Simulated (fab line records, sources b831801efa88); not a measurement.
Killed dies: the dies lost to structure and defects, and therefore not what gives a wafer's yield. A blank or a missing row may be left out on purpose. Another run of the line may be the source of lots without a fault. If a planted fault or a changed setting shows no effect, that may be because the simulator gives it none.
Comparing a struck lot with a sound one / flow sky130 / 17 out of 708 route steps
Sound: wafers L356.2, L356.4, L356.5. Struck: wafer L361.2 (left out: L361.3, L361.6 of the same lot, which were not struck); the cause appears at the end.
For every step that has rows: the tool of each side, followed by ch and its chambers, followed by its first start. Under that, the readings that differ: sound wafers / struck wafers / difference of the means / sigmas: that difference in standard deviations of wafers without a fault.
alike: a reading whose means differ by less than 2 such deviations, as well as words and numbers matching on both sides. not compared: withheld readings; readings where some wafer has no value; bounds like >300 that might hide an equal value; numbers whose values overlap and for which the record gives no deviation.
Wherever a step has rows on one side only, a row that says differs or no value, or a row with sigmas, the two part there. When numbers do not overlap yet have no deviation, they are printed without sigmas and do not part them. A reading that every wafer of one side lacks parts them only if that side has two wafers or more.

first, 2 steps without rows for these wafers: SKY_LOCAL_INTERCONNECT_PEB_09; SKY_LOCAL_INTERCONNECT_DEVELOP_10 (develop time 60 s).
SKY_LOCAL_INTERCONNECT_CD_MEAS_11: target cd 170 nm.
  struck on cd_sem-02, day 32 18:13; sound on cd_sem-01, day 30 11:41
  alike: cd_nm
SKY_LOCAL_INTERCONNECT_OVL_MEAS_12:
  struck on overlay-02, day 32 18:20; sound on overlay-01, day 30 11:47
  alike: LOCAL_INTERCONNECT_OVL
SKY_LOCAL_INTERCONNECT_ETCH_13: etches BARC in N2/H2, stops on SiO2, time 45.9 s, target depth 60 nm.
  sound on rie_metal-03 ch 0, day 30 11:50; struck on rie_metal-03 ch 0, day 32 18:22
reading=rf_hours_counter_h (h); sound=- - -; struck=0; difference=no value on the sound wafers; sigmas=
  alike: bias_w, drypump_motor_current_A, h2_flow_sccm, oes_product_au, rf_fwd_power_W, throttle_valve_pct
SKY_LOCAL_INTERCONNECT_METAL_ETCH_14: etches TiN in Cl2/BCl3, stops on PSG, target depth 110 nm, time 31.4 s.
  sound on rie_metal-03 ch 0, day 30 11:58; struck on rie_metal-03 ch 0, day 32 18:25
reading=rf_hours_counter_h (h); sound=- - -; struck=0; difference=no value on the sound wafers; sigmas=
  alike: bias_w, drypump_motor_current_A, oes_product_au, rf_fwd_power_W, throttle_valve_pct
SKY_LOCAL_INTERCONNECT_STRIP_15: strips in O2/N2.
  sound on plasma_asher-01 ch 0,1, day 30 12:03; struck on plasma_asher-02 ch 0, day 32 18:28
reading=drypump_motor_current_A (A); sound=6.5 5.7 6.6; struck=5.2; difference=-1.1; sigmas=-2
  alike: oes_product_au, strip_time_to_endpoint_s
  not compared: rf_hours_counter_h
then, 3 steps without rows for these wafers: SKY_LOCAL_INTERCONNECT_STRIP_16 (strips in post etch residue remover, time 1200 s); SKY_LOCAL_INTERCONNECT_CLEAN_17 (cleans in IPA, time 180 s); SKY_LOCAL_INTERCONNECT_CLEAN_18 (cleans in O3/DIW).
SKY_CONTACT_CVD_00: deposits Si3N4, target thk 75 nm.
  sound on pecvd-02 ch 0,2, day 30 12:38; struck on pecvd-02 ch 2, day 32 19:07
  alike: heater_power_w, rf_fwd_power_W
SKY_CONTACT_THK_MEAS_01:
  struck on film_metro-02, day 32 19:09; sound on film_metro-04, day 30 12:42
  alike: CONTACT_CVD_00_THK
SKY_CONTACT_HDPCVD_02: deposits SiO2, target thk 565 nm, time 94.2 s.
  sound on hdpcvd-01 ch 1,2, day 30 12:45; struck on hdpcvd-01 ch 1, day 32 19:12
reading=model.SiO2_of_CONTACT_HDPCVD_02.thk_nm (nm); sound=557.1 566.6 566.1; struck=930.2; difference=+366.9; sigmas=
SKY_CONTACT_THK_MEAS_03:
  struck on film_metro-03, day 32 19:31; sound on film_metro-03, day 30 12:50
reading=CONTACT_HDPCVD_THK (nm); sound=557 567 566; struck=930; difference=+367; sigmas=+62
  not compared: hold
SKY_CONTACT_CMP_04: polishes SiO2.
  sound on cmp-01 ch 0,1,2, day 30 13:19; struck on cmp-01 ch 0, day 32 20:42
reading=hold; sound=- - -; struck=await_dispo/0.9h/release; difference=no value on the sound wafers; sigmas=
reading=time_to_endpoint_s (s); sound=80 84 85; struck=217; difference=+134; sigmas=+38
  alike: motor_current_A, slurry_filter_dp_kPa
SKY_CONTACT_BOW_MEAS_05:
  struck on film_metro-02, day 32 21:09; sound on film_metro-02, day 30 13:32
  alike: CONTACT_BOW
-- the record jumps here: 15 days lie between the struck wafers' starts before and after (it left off in module CONTACT and takes up again in module PAD_OPEN, whose first step shown is number 708 of the route) --
SKY_PAD_OPEN_PROBE_99:
  struck on prober-02, day 47 11:56; sound on prober-02, day 45 22:32
  alike: killed_at_M0_to_M3, killed_at_M4_up, killed_at_contacts, killed_at_front_end, killed_at_other, killed_dies, killed_open, killed_short

== WHERE THEY PART ==
At SKY_LOCAL_INTERCONNECT_ETCH_13 first; at SKY_CONTACT_CMP_04 last (within this record only). Later steps at which nothing parts them and some readings are alike: SKY_CONTACT_BOW_MEAS_05, SKY_PAD_OPEN_PROBE_99.

WHY: whatever the simulator had introduced
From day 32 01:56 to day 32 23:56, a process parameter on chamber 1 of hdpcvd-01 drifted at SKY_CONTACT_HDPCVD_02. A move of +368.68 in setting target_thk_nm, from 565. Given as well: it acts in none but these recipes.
